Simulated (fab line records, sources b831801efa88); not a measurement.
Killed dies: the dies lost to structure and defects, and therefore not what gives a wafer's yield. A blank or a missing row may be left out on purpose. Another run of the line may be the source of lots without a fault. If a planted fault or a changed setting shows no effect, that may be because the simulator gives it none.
Which of the tools did it? / flow sky130 / 15 lots, 45 wafers sampled, at 2 steps of a route of 708

== WHAT EACH GAUGE READ, for each wafer ==
SKY_SONOS_ONO_THK_MEAS_05.
lot=L664; measured=day 9 14:44; on=film metro-01; SONOS_ONO_CVD_04_THK (nm)=5.63 5.75 5.70
lot=L665; measured=day 9 22:19; on=film metro-03; SONOS_ONO_CVD_04_THK (nm)=5.66 5.61 5.60
lot=L666; measured=day 10 06:31; on=film metro-01; SONOS_ONO_CVD_04_THK (nm)=5.90 5.89 6.00
lot=L667; measured=day 10 13:28; on=film metro-01; SONOS_ONO_CVD_04_THK (nm)=5.70 5.51 5.70
lot=L668; measured=day 10 13:28; on=film metro-03; SONOS_ONO_CVD_04_THK (nm)=5.72 5.67 5.74
lot=L671; measured=day 11 12:25; on=film metro-04; SONOS_ONO_CVD_04_THK (nm)=5.80 5.64 5.76
lot=L675; measured=day 12 11:38; on=film metro-03; SONOS_ONO_CVD_04_THK (nm)=5.67 5.85 5.68
lot=L676; measured=day 12 15:50; on=film metro-01; SONOS_ONO_CVD_04_THK (nm)=5.46 5.57 5.61
lot=L677; measured=day 12 22:26; on=film metro-01; SONOS_ONO_CVD_04_THK (nm)=5.68 5.71 5.78
lot=L680; measured=day 14 03:02; on=film metro-03; SONOS_ONO_CVD_04_THK (nm)=5.71 5.73 5.76
lot=L681; measured=day 14 03:02; on=film metro-01; SONOS_ONO_CVD_04_THK (nm)=5.54 5.61 5.56
lot=L684; measured=day 22 20:58; on=film metro-03; SONOS_ONO_CVD_04_THK (nm)=5.79 5.71 5.75
lot=L683; measured=day 22 22:13; on=film metro-01; SONOS_ONO_CVD_04_THK (nm)=5.80 5.69 5.74
lot=L685; measured=day 22 23:28; on=film metro-04; SONOS_ONO_CVD_04_THK (nm)=5.69 5.74 5.74
lot=L686; measured=day 22 23:28; on=film metro-03; SONOS_ONO_CVD_04_THK (nm)=5.79 5.76 5.86

SKY_POLY_GATE_CD_MEAS_13 targets a cd of 150 nm.
lot=L664; measured=day 13 23:37; on=cd sem-02; cd nm (nm)=151.7 149.7 150.9
lot=L665; measured=day 13 23:17; on=cd sem-02; cd nm (nm)=150.2 149.8 151.1
lot=L666; measured=day 14 09:10; on=cd sem-01; cd nm (nm)=149.5 148.7 148.0
lot=L667; measured=day 14 20:04; on=cd sem-01; cd nm (nm)=149.1 149.1 150.7
lot=L668; measured=day 15 04:10; on=cd sem-01; cd nm (nm)=147.9 147.7 147.6
lot=L671; measured=day 16 04:41; on=cd sem-01; cd nm (nm)=152.1 150.8 150.8
lot=L675; measured=day 17 01:19; on=cd sem-01; cd nm (nm)=150.0 151.3 149.6
lot=L676; measured=day 17 10:46; on=cd sem-02; cd nm (nm)=150.5 151.8 151.1
lot=L677; measured=day 17 15:10; on=cd sem-02; cd nm (nm)=148.4 149.1 148.9
lot=L680; measured=day 18 23:16; on=cd sem-01; cd nm (nm)=150.5 149.6 151.1
lot=L681; measured=day 19 07:07; on=cd sem-01; cd nm (nm)=146.9 149.0 147.9
lot=L684; measured=day 27 20:17; on=cd sem-02; cd nm (nm)=150.5 151.1 151.0
lot=L683; measured=day 27 22:53; on=cd sem-02; cd nm (nm)=150.2 149.0 149.8
lot=L685; measured=day 27 23:08; on=cd sem-01; cd nm (nm)=149.9 150.8 149.1
lot=L686; measured=day 28 00:24; on=cd sem-02; cd nm (nm)=148.9 148.7 149.4

== EACH LOT AND THE TOOL THAT RAN IT (in order: tool; ch and the chambers of the sampled wafers; start) ==
Record: no process step prior to these readings.

== AS READ BY THE TOOLS THEMSELVES (means over the sampled wafers that have a number; for cases with no such wafer, the mark the record gives instead) ==
The record holds no such reading with a usual standard deviation.

== THE ANSWER, worked out from the rows above alone ==
Rule: the usual values come from the lots themselves. Put in order of their means at a reading, lots are off if they are a third of the lots or fewer, leave a main group of 4 or more, and stand apart from it by a gap of 3 or more times the standard deviation of the main group's means; of several such gaps the widest counts. A main group whose means are all the same, to the digits that the tables above print for the reading, isn't used. Also off: a lot with no number at a reading for which 4 or more lots have one. Where the step has rows for the other lots, those lots are counted as sound. After the gauges, taken in route order, come the tools' own readings; for these a lot's mean is taken, as printed above. At the first step where some lot is off, the reading lying furthest off is the one used; lots without a number count as furthest.
Across all readings shown, no lot is off: no conclusion can be drawn from this.

== WHAT WAS PUT IN BY THE SIMULATOR ==
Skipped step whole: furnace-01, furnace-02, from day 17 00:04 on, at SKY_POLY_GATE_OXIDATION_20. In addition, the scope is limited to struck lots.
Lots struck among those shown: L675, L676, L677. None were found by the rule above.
